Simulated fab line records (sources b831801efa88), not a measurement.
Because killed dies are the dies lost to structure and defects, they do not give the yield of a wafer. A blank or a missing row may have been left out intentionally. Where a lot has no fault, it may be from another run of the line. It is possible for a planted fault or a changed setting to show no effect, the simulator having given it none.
Which tool was responsible? + flow gf180mcu + Sampling: 12 lots, 36 wafers, 5 of 602 route steps

== WHAT EACH GAUGE READ, for each wafer ==
GF_M3_THK_MEAS_06: measures by xrf. Usual: M3_ALCU_THK 452 nm, standard deviation 4.8.
| lot  | measured     | on            | M3_ALCU_THK (nm) | flag |
|------|--------------|---------------|------------------|------|
| L175 | day 21 05:21 | film metro-04 | 449 456 448      |      |
| L176 | day 21 18:33 | film metro-01 | 454 454 456      |      |
| L177 | day 22 08:03 | film metro-01 | 450 458 457      |      |
| L179 | day 22 20:58 | film metro-03 | 452 446 458      |      |
| L180 | day 23 08:31 | film metro-01 | 449 446 451      |      |
| L181 | day 23 17:22 | film metro-03 | 444 446 445      |      |
| L182 | day 24 00:33 | film metro-04 | 451 452 457      |      |
| L186 | day 25 11:41 | film metro-04 | 451 455 454      |      |
| L189 | day 26 19:07 | film metro-01 | 459 457 458      |      |
| L190 | day 26 20:16 | film metro-01 | 455 457 458      |      |
| L191 | day 26 21:52 | film metro-04 | 454 454 453      |      |
| L192 | day 27 06:26 | film metro-01 | 452 446 454      |      |

GF_V3_THK_MEAS_01. Usual: V3_CVD_00_THK 601 nm, standard deviation 7.5.
| lot  | measured     | on            | V3_CVD_00_THK (nm) | flag |
|------|--------------|---------------|--------------------|------|
| L175 | day 22 05:31 | film metro-03 | 608 595 605        |      |
| L176 | day 22 18:40 | film metro-03 | 613 610 609        |      |
| L177 | day 23 07:22 | film metro-02 | 605 607 606        |      |
| L179 | day 23 20:13 | film metro-03 | 599 590 597        |      |
| L180 | day 24 07:07 | film metro-01 | 602 605 606        |      |
| L181 | day 24 16:13 | film metro-02 | 608 608 609        |      |
| L182 | day 24 23:20 | film metro-01 | 610 614 619        |      |
| L186 | day 26 09:34 | film metro-02 | 492 487 482        | OFF  |
| L189 | day 27 15:31 | film metro-02 | 602 599 597        |      |
| L190 | day 27 16:46 | film metro-03 | 472 477 477        | OFF  |
| L191 | day 27 18:01 | film metro-02 | 598 600 608        |      |
| L192 | day 28 03:39 | film metro-01 | 599 601 606        |      |

GF_V3_BOW_MEAS_05. Usual: V3_BOW 117 um, standard deviation 9.
| lot  | measured     | on            | V3_BOW (um) | flag |
|------|--------------|---------------|-------------|------|
| L175 | day 22 06:01 | film metro-02 | 116 115 99  |      |
| L176 | day 22 19:10 | film metro-03 | 129 127 117 |      |
| L177 | day 23 07:52 | film metro-03 | 114 126 124 |      |
| L179 | day 23 20:41 | film metro-01 | 118 108 116 |      |
| L180 | day 24 07:35 | film metro-01 | 107 118 104 |      |
| L181 | day 24 16:43 | film metro-02 | 117 121 125 |      |
| L182 | day 24 23:50 | film metro-01 | 119 110 105 |      |
| L186 | day 26 10:05 | film metro-03 | 103 104 104 |      |
| L189 | day 27 16:01 | film metro-03 | 107 116 113 |      |
| L190 | day 27 17:15 | film metro-01 | 121 124 112 |      |
| L191 | day 27 18:31 | film metro-02 | 109 100 117 |      |
| L192 | day 28 04:09 | film metro-03 | 122 123 111 |      |

== EACH LOT AND THE TOOL THAT RAN IT (in order: tool; ch and the chambers of the sampled wafers; start) ==
| lot  | GF_M3_STRIP_17                       | GF_V3_CVD_00                     |
|------|--------------------------------------|----------------------------------|
| L175 | plasma asher-04 ch 0,1, day 22 04:55 | hdpcvd-01 ch 0,1, day 22 05:25   |
| L176 | plasma asher-02 ch 0,1, day 22 18:02 | hdpcvd-02 ch 0,1,2, day 22 18:36 |
| L177 | plasma asher-02 ch 0,1, day 23 06:44 | hdpcvd-02 ch 0,2, day 23 07:18   |
| L179 | plasma asher-04 ch 0,1, day 23 19:36 | hdpcvd-01 ch 0,2, day 23 20:08   |
| L180 | plasma asher-04 ch 0,1, day 24 06:30 | hdpcvd-02 ch 0,1,2, day 24 07:02 |
| L181 | plasma asher-04 ch 0,1, day 24 15:36 | hdpcvd-02 ch 0,1, day 24 16:08   |
| L182 | plasma asher-01 ch 0,1, day 24 22:44 | hdpcvd-02 ch 0,2, day 24 23:16   |
| L186 | plasma asher-04 ch 0,1, day 26 08:55 | hdpcvd-02 ch 0,2, day 26 09:29   |
| L189 | plasma asher-04 ch 0,1, day 27 14:53 | hdpcvd-01 ch 0,1, day 27 15:26   |
| L190 | plasma asher-04 ch 0,1, day 27 16:09 | hdpcvd-02 ch 0,1,2, day 27 16:41 |
| L191 | plasma asher-04 ch 0,1, day 27 17:22 | hdpcvd-01 ch 0,1,2, day 27 17:56 |
| L192 | plasma asher-02 ch 0,1, day 28 03:02 | hdpcvd-01 ch 0,1,2, day 28 03:34 |
- GF_M3_STRIP_17: strips in O2/N2.
- GF_V3_CVD_00: deposits SiO2, target thk 600 nm, time 100 s.

== AS READ BY THE TOOLS THEMSELVES (means over the sampled wafers that have a number; for cases with no such wafer, the mark the record gives instead) ==
GF_M3_STRIP_17. Usual: drypump motor current A 5.91 A, standard deviation 0.27; heater power w 364 W, standard deviation 25; oes product au 0.538 a.u., standard deviation 0.0046; strip time to endpoint s 7.41 s, standard deviation 0.056.
| lot  | tool            | drypump motor current A (A) | heater power w (W) | oes product au (a.u.) | strip time to endpoint s (s) | flag |
|------|-----------------|-----------------------------|--------------------|-----------------------|------------------------------|------|
| L175 | plasma asher-04 | 5.76                        | 374                | 0.537                 | 7.42                         |      |
| L176 | plasma asher-02 | 5.81                        | 351                | 0.544                 | 7.42                         |      |
| L177 | plasma asher-02 | 5.80                        | 351                | 0.537                 | 7.38                         |      |
| L179 | plasma asher-04 | 5.96                        | 382                | 0.542                 | 7.45                         |      |
| L180 | plasma asher-04 | 5.76                        | 373                | 0.540                 | 7.45                         |      |
| L181 | plasma asher-04 | 5.75                        | 371                | 0.535                 | 7.43                         |      |
| L182 | plasma asher-01 | 6.07                        | 355                | 0.542                 | 7.43                         |      |
| L186 | plasma asher-04 | 5.76                        | 369                | 0.535                 | 7.35                         |      |
| L189 | plasma asher-04 | 5.76                        | 369                | 0.537                 | 7.37                         |      |
| L190 | plasma asher-04 | 5.94                        | 375                | 0.535                 | 7.39                         |      |
| L191 | plasma asher-04 | 5.76                        | 367                | 0.539                 | 7.38                         |      |
| L192 | plasma asher-02 | 5.80                        | 349                | 0.534                 | 7.32                         |      |

GF_V3_CVD_00. Usual: sih4 flow sccm 59.98 sccm, standard deviation 0.19; susceptor temp C 399.98 C, standard deviation 0.21.
| lot  | tool      | sih4 flow sccm (sccm) | susceptor temp C (C) | flag |
|------|-----------|-----------------------|----------------------|------|
| L175 | hdpcvd-01 | 59.93                 | 400.11               |      |
| L176 | hdpcvd-02 | 59.85                 | 399.90               |      |
| L177 | hdpcvd-02 | 60.00                 | 399.99               |      |
| L179 | hdpcvd-01 | 59.80                 | 400.12               |      |
| L180 | hdpcvd-02 | 59.95                 | 400.08               |      |
| L181 | hdpcvd-02 | 59.83                 | 399.99               |      |
| L182 | hdpcvd-02 | 59.85                 | 399.97               |      |
| L186 | hdpcvd-02 | 47.94                 | 400.11               | OFF  |
| L189 | hdpcvd-01 | 60.02                 | 399.95               |      |
| L190 | hdpcvd-02 | 47.83                 | 400.08               | OFF  |
| L191 | hdpcvd-01 | 60.12                 | 400.22               |      |
| L192 | hdpcvd-01 | 60.07                 | 399.96               |      |

== THE ANSWER, worked out from the rows above alone ==
Rule: a lot is off if the mean of its wafers that have a number lies more than 3 standard deviations from the usual mean. Also off: a lot with no number at a reading for which 4 or more lots have one. The other lots that the step has rows for count as sound. The gauges are gone through in route order, then the tools' own readings, and for those a lot's mean is taken as printed above. The first step at which some lot is off is used, and at that step the reading that is off furthest; a lot without a number counts as furthest.
Off: L186, L190, seen at GF_V3_THK_MEAS_01 (V3_CVD_00_THK).
A tool fits if, at a process step before that reading, it ran every lot that is off, and no sound lot after the first of them. The gauges at GF_V3_THK_MEAS_01 aren't tried: what is off there is off at GF_V3_CVD_00 too, on other tools, and a gauge's error can't cause that. One fits: GF_V3_CVD_00 on hdpcvd-02. A fault onset in the window from L182 (day 24 23:16, its last sound lot) to L186 (day 26 09:29, its first lot off) fits.
On the lots that are off, the tool's own readings at GF_V3_CVD_00 differ by more than 5 times the standard deviation of the sound lots' means, which bears it out; sih4 flow sccm reads 47.88 sccm there versus 59.94 sccm on the sound lots.

== WHAT HAD BEEN PUT IN BY THE SIMULATOR ==
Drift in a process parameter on hdpcvd-02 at GF_V3_CVD_00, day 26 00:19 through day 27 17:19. Setting sih4 flow sccm shifted by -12 from 60. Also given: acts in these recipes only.
Struck lots among those shown: L186, L190. The rule above reached the same finding.
